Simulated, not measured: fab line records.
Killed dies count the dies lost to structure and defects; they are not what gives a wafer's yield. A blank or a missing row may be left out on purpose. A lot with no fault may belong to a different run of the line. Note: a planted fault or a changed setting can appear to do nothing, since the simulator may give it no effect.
Chamber matching	flow gf180mcu	GF_STI_CMP_25 on cmp-01 has 4 sister chambers
The step polishes, stops on Si3N4, t overpolish 33 s, target thk 524.6 nm. 16 wafers are shown with their chamber, then 8 later ones without.

== WAFERS, EACH WITH ITS CHAMBER ==
wafer	chamber	timeToEndpointS (s)	motorCurrentA (A)	platenRpm (rpm)
L396.2	2	116	13.0	60.00
L396.4	0	124	11.9	60.01
L396.6	1	122	12.8	59.92
L399.3	0	126	11.3	59.95
L399.4	2	120	13.2	60.03
L399.5	0	125	11.4	59.99
L401.1	0	124	10.8	60.01
L401.5	1	131	12.7	59.97
L401.6	0	126	11.4	60.03
L403.1	0	125	11.5	60.00
L403.2	1	128	12.4	60.05
L403.4	3	125	12.6	59.97
L406.2	2	118	12.8	60.04
L406.4	1	127	13.1	60.08
L406.5	2	116	12.2	60.06
L407.3	2	114	11.5	60.04

SIGNATURES (means of the wafers above)
reading	chamber 0	chamber 1	chamber 2	chamber 3	scatter within a chamber
timeToEndpointS	125.00	127.00	116.80	125.00	2.36
motorCurrentA	11.383	12.750	12.540	12.600	0.482
platenRpm	59.9983	60.0050	60.0340	59.9700	0.0425
Rule: a wafer lies at a distance from a chamber equal to the root of the sum of squares, over the readings, of (its reading less the chamber's mean, divided by the reading's scatter). The wafer belongs to the nearest chamber; if the next one is less than 2 further off, it can't be placed. How the scatter is found: for the shown wafers, subtract from each reading the mean of its chamber, square and add these, divide the total by (wafers less chambers), then take the root.

== WAFERS WITH NO CHAMBER GIVEN ==
wafer	timeToEndpointS (s)	motorCurrentA (A)	platenRpm (rpm)
L407.5	127	12.5	59.98
L407.6	123	13.3	60.01
L408.1	113	12.7	60.01
L408.4	126	13.2	59.98
L408.5	122	12.9	59.99
L409.3	122	12.1	60.06
L409.4	124	11.2	60.07
L409.6	123	12.5	59.96

== WHICH CHAMBER EACH WENT THROUGH ==
wafer	from the rows above	in truth
L407.5	can't be placed: 1 or 3 or 0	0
L407.6	can't be placed: 3 or 1 or 2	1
L408.1	2	2
L408.4	can't be placed: 1 or 3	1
L408.5	can't be placed: 3 or 1 or 2 or 0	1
L409.3	can't be placed: 0 or 2 or 3 or 1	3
L409.4	can't be placed: 0 or 3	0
L409.6	can't be placed: 3 or 1 or 0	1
Placed correctly: 1 of 8. Cannot be placed on the basis of these rows: 7; the candidates contain the true chamber in 7. Placed wrongly: 0.
